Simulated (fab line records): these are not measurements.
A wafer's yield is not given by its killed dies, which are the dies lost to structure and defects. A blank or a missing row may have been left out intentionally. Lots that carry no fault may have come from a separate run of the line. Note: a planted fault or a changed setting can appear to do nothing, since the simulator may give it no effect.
Split-lot trial	flow gf180mcu	route with 602 steps; 5 lots, 23 wafers read

## ABOUT THE SPLIT
At GF_VT_IMPLANT_DEVELOP_39 (develop time 60 s), the setting develop_time_s was moved away from the recipe's 60 s on 5 of the 23 wafers read, by -12.7% to -10.3%. The other wafers ran this setting at the recipe's value.

Reading taken at the split's own step.

## THE READING
VT_IMPLANT.cd_nm (the simulator's own value, which no gauge read), in nm, at GF_VT_IMPLANT_DEVELOP_39 (develop time 60 s). The file does not state a usual value for it. Average 603.5 nm, standard deviation 2.4 nm, over the 18 wafers here run with the recipe.

wafer	tool, chamber at the split	develop_time_s as run, s	against the recipe	VT_IMPLANT.cd_nm, nm	against lot-mates on the recipe
L074.1	litho_track-02, 0	52.39	-12.7%	847.9	+247.8
L074.2	litho_track-02, 0	60	recipe	600.2	-
L074.3	litho_track-02, 0	52.39	-12.7%	846.8	+246.7
L074.4	litho_track-02, 0	52.39	-12.7%	847.3	+247.2
L074.5	litho_track-02, 0	60	recipe	600	-
L081.1	litho_track-02, 0	60	recipe	599.5	-
L081.2	litho_track-02, 0	60	recipe	601.7	-
L081.3	litho_track-02, 0	53.83	-10.3%	852.6	+252.5
L081.5	litho_track-02, 0	60	recipe	599	-
L081.6	litho_track-02, 0	53.83	-10.3%	852.2	+252.1
L082.1	litho_track-01, 0	60	recipe	604.9	-
L082.2	litho_track-01, 0	60	recipe	604	-
L082.4	litho_track-01, 0	60	recipe	603.5	-
L082.5	litho_track-01, 0	60	recipe	605.5	-
L082.6	litho_track-01, 0	60	recipe	603.9	-
L084.2	litho_track-03, 0	60	recipe	604.1	-
L084.4	litho_track-03, 0	60	recipe	605.6	-
L084.6	litho_track-03, 0	60	recipe	605.4	-
L085.1	litho_track-01, 0	60	recipe	603.1	-
L085.2	litho_track-01, 0	60	recipe	604.4	-
L085.3	litho_track-01, 0	60	recipe	607.2	-
L085.4	litho_track-01, 0	60	recipe	606	-
L085.6	litho_track-01, 0	60	recipe	604.6	-

THE FIT
A straight line over all 23 wafers: VT_IMPLANT.cd_nm changes by -20.7 nm for each +1% of develop_time_s; r = -0.99; the points scatter about the line by 13 nm.
The same after taking each lot's own level away (the mean of its wafers on the recipe; 23 wafers): -21 nm for each +1%; r = -0.99; scatter 13 nm.
Per that fit: largest develop_time_s move, reading shift of 2.7e+02 nm.
From 600.07 to 605.06 nm: that is the span of the lots' own levels, equal to 2.1 times the standard deviation above.
The two slopes agree, so the slope changes little with the lot-to-lot level.
Check: for one of the wafers moved furthest among these (-12.7%), held out of the fit, the line's prediction against its lot-mates is +272 nm. Against them it came out at +248 nm.

## OTHER SPLITS ON THESE WAFERS
These wafers also went through other splits before the reading. Each is held against what the fit with the lots' levels taken away leaves over:
other split on the same wafers	wafers away from the commonest value	r with VT_IMPLANT.cd_nm (lot level and that fit taken away)
GF_STI_COAT_07 resist_thk_nm	11	+0.48
GF_STI_SOFTBAKE_08 temp_c	7	+0.09
GF_NWELL_IMPLANT_08 energy_kev	5	-0.21
GF_LVPWELL_COAT_02 spin_rpm	8	-0.32
GF_LVPWELL_IMPLANT_09 energy_kev	4	+0.03
GF_MVPSD_IMPLANT_08 dose_cm2	8	+0.42
GF_VT_IMPLANT_IMPLANT_30 dose_cm2	7	+0.09
GF_VT_IMPLANT_STRIP_31 platen_temp_c	10	-0.13

## FILE'S OWN FIT
VT_IMPLANT.cd_nm changes by -21.5 nm for each +1% of develop_time_s, r = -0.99.
